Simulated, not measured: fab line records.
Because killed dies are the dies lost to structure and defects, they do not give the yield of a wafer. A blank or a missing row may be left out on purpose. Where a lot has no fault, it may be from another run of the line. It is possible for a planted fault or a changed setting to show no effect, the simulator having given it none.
The same fault as seen by 2 desks + flow gf180mcu + each desk holds nothing but its own numbers, with what lay behind them at the end

## FROM THE METROLOGY DESK
What the gauges read, lot by lot, whatever tool the lot ran on: means of the sampled wafers that have a number. Any lot whose mean is over 4 standard deviations away from the usual mean is out of limits and marked OUT; that distance is given in the brackets.
Columns: A = V2_CVD_02_THK at GF_V2_THK_MEAS_03, usual 851 nm; B = cdNm at GF_V2_CD_MEAS_14, usual 260.1 nm
| lot  | first seen here | A   | B     |
|------|-----------------|-----|-------|
| L537 | day 20 13:18    | 848 | 261.6 |
| L538 | day 20 17:32    | 851 | 261.2 |
| L540 | day 20 23:21    | 856 | 258.7 |
| L539 | day 21 03:02    | 857 | 258.3 |
| L541 | day 21 15:28    | 840 | 260.7 |
| L543 | day 22 07:11    | 860 | 258.0 |
| L544 | day 22 10:51    | 848 | 259.7 |
| L545 | day 23 04:45    | 851 | 262.6 |
| L546 | day 23 13:39    | 842 | 259.4 |
| L547 | day 23 20:35    | 858 | 259.8 |
| L553 | day 25 12:17    | 844 | 264.9 |
| L556 | day 26 15:46    | 851 | 264.7 |
| L557 | day 26 20:41    | 834 | 264.0 |
Finding of this desk: none of the 13 lots has anything out of limits.

## AT THE TOOL OWNER'S DESK: krfScanner-01
The tool's own readings at GF_V2_EXPOSE_11 (exposes mask Via2, target cd 260 nm): means of the sampled wafers that have a number, for each lot that ran on this tool. Any lot whose mean is over 4 standard deviations away from the usual mean is out of limits and marked OUT; that distance is given in the brackets.
Columns: A = reticleTempC at GF_V2_EXPOSE_11, usual 23.01 C
| lot  | first seen here | A     |
|------|-----------------|-------|
| L537 | day 21 01:47    | 22.98 |
| L538 | day 21 06:24    | 23.00 |
| L539 | day 21 15:49    | 22.95 |
| L553 | day 25 23:26    | 22.99 |
| L556 | day 27 02:40    | 23.03 |
| L557 | day 27 06:52    | 23.09 |
Finding of this desk: none of the 6 lots has anything out of limits.

## ALL TOGETHER
Nothing out of limits was seen by the metrology desk.
The tool owner's desk saw nothing out of limits.

## WHAT HAD BEEN PUT IN BY THE SIMULATOR
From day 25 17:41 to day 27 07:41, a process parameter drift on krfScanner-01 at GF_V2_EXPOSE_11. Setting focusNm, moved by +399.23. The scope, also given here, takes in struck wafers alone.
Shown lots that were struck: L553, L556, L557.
